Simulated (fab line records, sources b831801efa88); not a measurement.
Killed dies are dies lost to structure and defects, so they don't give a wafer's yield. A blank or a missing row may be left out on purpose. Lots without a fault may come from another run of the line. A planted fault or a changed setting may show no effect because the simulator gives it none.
fab line records | flow gf180mcu
record lots=6 wafers=18 last_day=34
route steps=602 shown V3@440
lots that met no fault: from a run of the same line without faults
start_h: hours from the record's first day to the start of the lot's first wafer shown | wait_h: hours since the lot's step before | " the same as in the row above | L1.1+2: a row that stands for several wafers | - no value, or no start given | * or withheld: withheld | < > ~ a bound
route shown NAME@n: a module of which the file shows steps, and the number in the route of the first | usual: mean/standard deviation of fault-free wafers | same: alike in all rows | chamber/n: place in a boat | sites: the reading at each site | _std_site: their standard deviation | _edge_site: outer sites' mean less inner sites' | radius_mm: how far each site lies from the wafer's centre | mask NAME#n: copy n | behind: the tool/chamber that last shaped the wafer | hold: why the lot was held/for how many hours/how that ended | device: the transistor (n, p or np) that didn't switch | end of line: the same wafers' tests at the end of the route | a step without rows: its recipe alone | killed: dies lost to structure and defects at the first sort, not the wafer's yield | map: a wafer's dies, x killed, . not, _ none there
set.NAME: the setting as run; set.NAME@STEP: as run at that earlier step | model.NAME: the simulator's own value behind a step, which no gauge read
lots at some steps of the route; a table a step, a row a wafer
services: from which hour (start_h, from the record's first day; less than 0 if before it) a tool's chamber was out of use, for how many hours, and why
## steps
# step GF_V3_EXPOSE_11
# recipe mask_id=Via3 target_cd_nm=260 na=0.68 source_shape=conventional sigma_outer=0.6 dose_mj=38
# step GF_V3_PEB_12
# recipe peb_temp_c=135 peb_time_s=90 resist=KrF
# step GF_V3_DEVELOP_13
# recipe develop_time_s=60 resist=KrF dev_temp_c=21
# step GF_V3_CD_MEAS_14
# recipe target_cd_nm=260
# usual cd_nm=259.7/1.3
# columns lot.wafer tool chamber start_h wait_h cd_nm
L170.1 cd_sem-01 - 546.06 0.1 258.7
L170.3 " - " " 259.4
L170.4 " - " " 258.8
L173.1 cd_sem-01 - 574.11 0.1 259.4
L173.2 " - " " 260.9
L173.6 " - " " 260.8
L175.1 cd_sem-02 - 596.35 0.1 257.9
L175.2 " - " " 258.6
L175.5 " - " " 258.8
L178.1 cd_sem-01 - 616.62 0.1 261.5
L178.5 " - " " 261.1
L178.6 " - " " 261.5
L182.4 cd_sem-02 - 651.36 0.1 260.0
L182.5 " - " " 258.4
L182.6 " - " " 259.6
L188.1 cd_sem-01 - 683.67 0.1 258.3
L188.3 " - " " 257.5
L188.6 " - " " 259.8
# step GF_V3_OVL_MEAS_15
# usual V3_OVL=5/7
# columns lot.wafer tool chamber start_h wait_h V3_OVL[nm]
L170.1 overlay-02 - 546.18 0.1 6
L170.3 " - " " 5
L170.4 " - " " 8
L173.1 overlay-01 - 574.23 0.1 -5
L173.2 " - " " -7
L173.6 " - " " -5
L175.1 overlay-01 - 596.47 0.1 -7
L175.2 " - " " -15
L175.5 " - " " -7
L178.1 overlay-01 - 616.74 0.1 2
L178.5 " - " " 10
L178.6 " - " " 2
L182.4 overlay-01 - 651.44 0.1 -4
L182.5 " - " " 1
L182.6 " - " " -4
L188.1 overlay-01 - 683.79 0.1 0
L188.3 " - " " 6
L188.6 " - " " 0
# step GF_V3_ETCH_16
# recipe chemistry=N2/H2 target_depth_a=withheld overetch_a=withheld time_s=withheld target=BARC ion_energy_ev=200 source_w=500 bias_w=100 pressure_mtorr=30 n2_flow_sccm=100 h2_flow_sccm=200
# usual drypump_motor_current_A=5.8/0.31 oes_product_au=0.855/0.0045 throttle_valve_pct=13.224/0.0092
# columns lot.wafer tool chamber start_h wait_h drypump_motor_current_A oes_product_au throttle_valve_pct
L170.1 rie_diel-03 1 546.22 0.0 5.8 0.861 13.215
L170.3 " 2 " " 5.6 0.849 13.230
L170.4 " 3 " " 5.5 0.853 13.223
L173.1 rie_diel-01 1 574.27 0.0 6.1 0.853 13.227
L173.2 " 2 " " 5.5 0.848 13.220
L173.6 " 3 " " 6.0 0.854 13.209
L175.1 rie_diel-03 2 596.50 0.0 5.7 0.849 13.232
L175.2 " 1 " " 5.8 0.860 13.226
L175.5 " 1 " " 5.8 0.858 13.211
L178.1 rie_diel-01 1 616.77 0.0 6.1 0.866 13.237
L178.5 " 2 " " 5.6 0.858 13.223
L178.6 " 1 " " 6.1 0.859 13.236
L182.4 rie_diel-04 1 651.45 0.0 6.0 0.857 13.225
L182.5 " 2 " " 6.3 0.857 13.227
L182.6 " 3 " " 5.7 0.848 13.215
L188.1 rie_diel-04 2 683.82 0.0 6.4 0.855 13.229
L188.3 " 0 " " 5.7 0.859 13.225
L188.6 " 3 " " 5.7 0.847 13.220
# step GF_V3_ETCH_17
# recipe chemistry=C4F8/O2/Ar mask_material=KrF target=SiO2 stop_on=TiN source_w=1500 bias_w=1200 pressure_mtorr=40 c4f8_flow_sccm=withheld O2_flow_sccm=6 Ar_flow_sccm=300 time_s=withheld target_depth_a=6350
# usual oes_product_au=0.860/0.0044
# columns lot.wafer tool chamber start_h wait_h oes_product_au
L170.1 rie_diel-03 1 - - 0.856
L170.3 " 2 " " 0.860
L170.4 " 3 " " 0.862
L173.1 rie_diel-01 1 - - 0.859
L173.2 " 2 " " 0.868
L173.6 " 3 " " 0.863
L175.1 rie_diel-03 2 - - 0.856
L175.2 " 1 " " 0.855
L175.5 " 1 " " 0.859
L178.1 rie_diel-01 1 - - 0.860
L178.5 " 2 " " 0.860
L178.6 " 1 " " 0.860
L182.4 rie_diel-04 1 - - 0.861
L182.5 " 2 " " 0.862
L182.6 " 3 " " 0.867
L188.1 rie_diel-04 2 - - 0.857
L188.3 " 0 " " 0.860
L188.6 " 3 " " 0.863
# step GF_V3_STRIP_18
# recipe chemistry=O2/N2 power_w=1400 pressure_mtorr=1500 platen_temp_c=250 o2_flow_sccm=3000 n2_flow_sccm=300 overash_fraction=0.5
# usual drypump_motor_current_A=5.8/0.4 heater_power_w=320/26 oes_product_au=0.594/0.0051
# columns lot.wafer tool chamber start_h wait_h drypump_motor_current_A heater_power_w oes_product_au rf_hours_counter_h
L170.1 plasma_asher-01 1 546.35 - 6.1 332 0.602 75
L170.3 " 1 " " 6.1 322 0.603 -
L170.4 " 0 " " 6.0 311 0.596 -
L173.1 plasma_asher-03 0 574.40 - 5.5 371 0.589 15
L173.2 " 1 " " 5.4 279 0.600 15
L173.6 " 0 " " 5.5 382 0.582 -
L175.1 plasma_asher-03 0 596.63 - 5.5 376 0.601 18
L175.2 " 1 " " 5.5 272 0.598 18
L175.5 " 0 " " 5.5 387 0.601 -
L178.1 plasma_asher-01 1 616.90 - 6.1 325 0.603 82
L178.5 " 1 " " 6.1 322 0.603 -
L178.6 " 0 " " 6.0 326 0.593 -
L182.4 plasma_asher-04 0 651.62 - 6.4 308 0.591 -
L182.5 " 0 " " 6.4 313 0.594 -
L182.6 " 1 " " 5.4 324 0.596 -
L188.1 plasma_asher-04 1 683.95 - 5.5 318 0.592 56
L188.3 " 0 " " 6.4 310 0.595 -
L188.6 " 0 " " 6.4 312 0.602 -
# step GF_V3_STRIP_19
# recipe chemistry=post_etch_residue_remover time_s=1200 temp_c=72.5
# step GF_V3_CLEAN_20
# recipe chemistry=DIW dry=n2_spin
# step GF_V3_SPUTTER_21
# recipe material=Ti target_thk_nm=15 chamber_pressure_pa=5 power_w=2500 substrate_temp_c=200 time_s=80.02
# usual throttle_valve_pct=30.4/1
# columns lot.wafer tool chamber start_h wait_h throttle_valve_pct
L170.1 pvd_sputter-02 - 546.89 0.0 30.6
L170.3 " - " " 29.3
L170.4 " - " " 30.4
L173.1 pvd_sputter-01 - 575.00 0.0 28.3
L173.2 " - " " 30.9
L173.6 " - " " 28.7
L175.1 pvd_sputter-02 - 597.17 0.0 29.6
L175.2 " - " " 30.8
L175.5 " - " " 30.9
L178.1 pvd_sputter-04 - 617.44 0.0 29.8
L178.5 " - " " 30.6
L178.6 " - " " 31.5
L182.4 pvd_sputter-02 - 652.15 0.0 30.9
L182.5 " - " " 30.6
L182.6 " - " " 30.2
L188.1 pvd_sputter-04 - 684.49 0.0 32.1
L188.3 " - " " 30.5
L188.6 " - " " 30.8
# step GF_V3_SPUTTER_22
# recipe material=TiN target_thk_nm=10 chamber_pressure_pa=5 power_w=4000 time_s=40
# usual throttle_valve_pct=30.3/1
# columns lot.wafer tool chamber start_h wait_h throttle_valve_pct
L170.1 pvd_sputter-02 - 546.95 0.0 30.6
L170.3 " - " " 29.5
L170.4 " - " " 30.2
L173.1 pvd_sputter-01 - 575.06 0.0 28.4
L173.2 " - " " 31.4
L173.6 " - " " 28.6
L175.1 pvd_sputter-02 - 597.23 0.0 29.5
L175.2 " - " " 30.9
L175.5 " - " " 30.9
L178.1 pvd_sputter-04 - 617.50 0.0 30.1
L178.5 " - " " 30.5
L178.6 " - " " 31.8
L182.4 pvd_sputter-02 - 652.21 0.0 31.0
L182.5 " - " " 30.4
L182.6 " - " " 30.3
L188.1 pvd_sputter-04 - 684.55 0.0 31.6
L188.3 " - " " 31.0
L188.6 " - " " 30.7
# step GF_V3_CVD_23
# recipe material=W target_thk_nm=350 time_s=104.9 temp_c=397 pressure_torr=40
# usual chamber_pressure_Torr=40.00/0.086 heater_power_w=824/110
# columns lot.wafer tool chamber start_h wait_h chamber_pressure_Torr heater_power_w since_wet_clean_h model.W_of_V3_CVD_23.thk_nm
L170.1 cvd_w-02 0 546.99 0.0 39.89 657 643 336.1
L170.3 " 1 " " 39.94 833 - 330.8
L170.4 " 0 " " 40.09 656 - 332.7
L173.1 cvd_w-01 0 575.10 0.0 40.04 971 171 333.9
L173.2 " 1 " " 39.98 856 171 332.9
L173.6 " 1 " " 40.21 806 - 330.8
L175.1 cvd_w-02 0 597.27 0.0 38.85 660 693 324.3
L175.2 " 1 " " 38.72 833 693 320.2
L175.5 " 1 " " 38.87 819 - 318.9
L178.1 cvd_w-02 0 617.54 0.0 38.90 681 714 327
L178.5 " 1 " " 38.88 841 - 327.8
L178.6 " 0 " " 38.67 682 - 328.9
L182.4 cvd_w-01 0 652.28 0.1 40.14 950 - 333
L182.5 " 0 " " 40.04 976 - 331.1
L182.6 " 1 " " 39.99 837 - 337.8
L188.1 cvd_w-02 1 684.59 0.0 39.98 851 781 326.8
L188.3 " 0 " " 40.12 655 - 334.5
L188.6 " 0 " " 39.79 674 - 339.7
# step GF_V3_RS_MEAS_24
# recipe thk_meas_gauge=four-point-probe reads=W_of_V3_CVD_23+TiN_of_V3_SPUTTER_22+Ti_of_V3_SPUTTER_21
# usual V3_W_RS=0.346/0.0035
# columns lot.wafer tool chamber start_h wait_h V3_W_RS[ohm/sq]
L170.1 film_metro-01 - 547.10 0.1 0.341
L170.3 " - " " 0.347
L170.4 " - " " 0.345
L173.1 film_metro-01 - 575.22 0.1 0.344
L173.2 " - " " 0.345
L173.6 " - " " 0.347
L175.1 film_metro-04 - 597.38 0.1 0.353
L175.2 " - " " 0.358
L175.5 " - " " 0.359
L178.1 film_metro-02 - 617.65 0.1 0.351
L178.5 " - " " 0.349
L178.6 " - " " 0.349
L182.4 film_metro-01 - 652.42 0.1 0.344
L182.5 " - " " 0.347
L182.6 " - " " 0.339
L188.1 film_metro-02 - 684.70 0.1 0.351
L188.3 " - " " 0.343
L188.6 " - " " 0.337
## services
# columns tool chamber start_h hours kind
rie_diel-01 2 539.45 3.9 repair
rie_diel-04 - 555.27 0.3 repair
rie_diel-04 0 557.11 4.0 repair
cvd_w-02 - 558.07 2.9 repair
cvd_w-01 - 567.38 0.6 repair
plasma_asher-01 - 583.00 2.4 repair
pvd_sputter-01 - 596.03 3.1 repair
cvd_w-02 1 599.77 3.7 repair
rie_diel-01 - 605.82 1.1 repair
rie_diel-03 2 606.47 3.7 repair
rie_diel-04 2 614.12 3.4 repair
rie_diel-01 - 619.68 0.2 repair
rie_diel-03 - 638.16 1.7 repair
pvd_sputter-02 - 639.70 2.3 repair
pvd_sputter-01 - 653.47 1.0 repair
pvd_sputter-02 - 659.15 10.5 repair
rie_diel-01 - 660.59 2.8 pm
rie_diel-03 2 663.24 8.8 repair
rie_diel-03 - 663.78 28.1 pm
cvd_w-01 - 664.81 0.5 repair
rie_diel-01 1 665.90 6.4 repair
pvd_sputter-04 - 669.10 1.0 repair
pvd_sputter-04 - 675.73 8.0 repair
pvd_sputter-02 0 677.66 - consumable_replace:kit
## key
first_sign step=GF_V3_CVD_23 reading=chamber_pressure_Torr direction=down sigmas=14 usual=40.00 struck=38.81
effect step=GF_V3_RS_MEAS_24 reading=V3_W_RS direction=up sigmas=2 usual=0.346 struck=0.353
model_effect step=GF_V3_CVD_23 value=W_of_V3_CVD_23.thk_nm without=329.6 struck=324.5
met_at GF_V3_CVD_23
struck_wafers L175.1,L175.2,L175.5,L178.1,L178.5,L178.6
onset_between 546.99 597.27
fault kind=process_parameter_drift tool=cvd_w-02 chamber=- onset_h=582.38 steps=GF_V3_CVD_23 channel=pressure_torr offset=-1.2166 shape=step end_h=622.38 acts_in=these_recipes_only stated=40
